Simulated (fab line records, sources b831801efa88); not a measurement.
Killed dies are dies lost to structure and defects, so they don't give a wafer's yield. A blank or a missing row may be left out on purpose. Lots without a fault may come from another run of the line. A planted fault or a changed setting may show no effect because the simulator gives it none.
A struck lot beside a sound one | flow gf180mcu | 15 steps out of a route of 602
Sound: wafers L500.4, L500.5, L500.6. Struck: wafers L504.1, L504.3, L504.5. The cause comes at the end.
At each step with rows: each side's tool, then ch and its chambers, then its first start. Under that, the readings that differ: sound wafers | struck wafers | difference of the means | sigmas: that difference in standard deviations of wafers without a fault.
alike: readings whose means differ by less than 2 such deviations, and words and numbers that are the same on both sides. not compared: withheld readings, readings that some wafer has no value for, bounds like >300 that may hide the same value, and numbers for which the record gives no deviation and whose values overlap.
The two part at a step that has a row with sigmas, a row that says differs or no value, or rows on one side only. Numbers that don't overlap but have no deviation are shown without sigmas and don't part them. A reading that every wafer of one side lacks parts them only if that side has two wafers or more.

GF_M2_SPUTTER_04: material TiN, target thk 50 nm, time 41.7 s.
  sound on pvd_sputter-02, day 21 04:04; struck on pvd_sputter-02, day 22 15:58
  alike: throttle_valve_pct
GF_M2_RS_MEAS_05: measures by four-point-probe.
  sound on film_metro-01, day 21 04:10; struck on film_metro-03, day 22 16:01
  alike: M2_ALCU_RS
GF_M2_THK_MEAS_06: measures by xrf.
  sound on film_metro-01, day 21 04:16; struck on film_metro-03, day 22 16:08
  alike: M2_ALCU_THK
then, 7 steps without rows for these wafers: GF_M2_DEHYDRATE_07 (time 60 s); GF_M2_HMDS_08 (prime time 60 s); GF_M2_COAT_09 (resist thk 1000 nm); GF_M2_SOFTBAKE_10 (time 60 s); GF_M2_EXPOSE_11 (exposes mask Metal2, target cd 280 nm); GF_M2_PEB_12 (peb time 90 s); GF_M2_DEVELOP_13 (develop time 60 s).
GF_M2_CD_MEAS_14: target cd 280 nm.
  sound on cd_sem-01, day 22 03:56; struck on cd_sem-02, day 23 14:47
  alike: cd_nm
GF_M2_OVL_MEAS_15:
  sound on overlay-02, day 22 04:01; struck on overlay-01, day 23 14:54
  alike: M2_OVL
GF_M2_METAL_ETCH_16: etches the open film in Cl2/BCl3, stops on SiO2, target depth 627.5 nm, time 104.6 s.
  sound on rie_metal-03 ch 0,1, day 22 04:04; struck on rie_metal-01 ch 0,1, day 23 14:56
  no value came back on the struck wafers for any of 6 readings (bcl3_flow_sccm (sccm), bias_w (W) and others); on the sound wafers bcl3_flow_sccm (sccm) reads 40.15 40.01 40.24
  reading                             | sound             | struck            | difference | sigmas
  model.KrF_of_M2_COAT_09.thk_nm (nm) | 736.2 729.4 735.7 | 983.7 986.3 985.7 | +251.5     |
GF_M2_STRIP_17: strips in O2/N2.
  sound on plasma_asher-01 ch 0,1, day 22 04:11; struck on plasma_asher-01 ch 0,1, day 23 15:03
  reading                      | sound             | struck            | difference | sigmas
  oes_product_au (a.u.)        | 0.560 0.553 0.557 | 0.661 0.653 0.660 | +0.101     | +21
  strip_time_to_endpoint_s (s) | 7.88 7.82 7.87    | 10.19 10.21 10.21 | +2.35      | +38
  alike: chamber_pressure_mTorr, drypump_motor_current_A, heater_power_w, n2_flow_sccm
  not compared: rf_hours_counter_h
then, 1 step without rows for these wafers: GF_M2_STRIP_18 (strips in post etch residue remover, time 1200 s).

WHERE THEY PART
First at GF_M2_METAL_ETCH_16; last, within this record, at GF_M2_STRIP_17.

WHY: what the simulator had put in
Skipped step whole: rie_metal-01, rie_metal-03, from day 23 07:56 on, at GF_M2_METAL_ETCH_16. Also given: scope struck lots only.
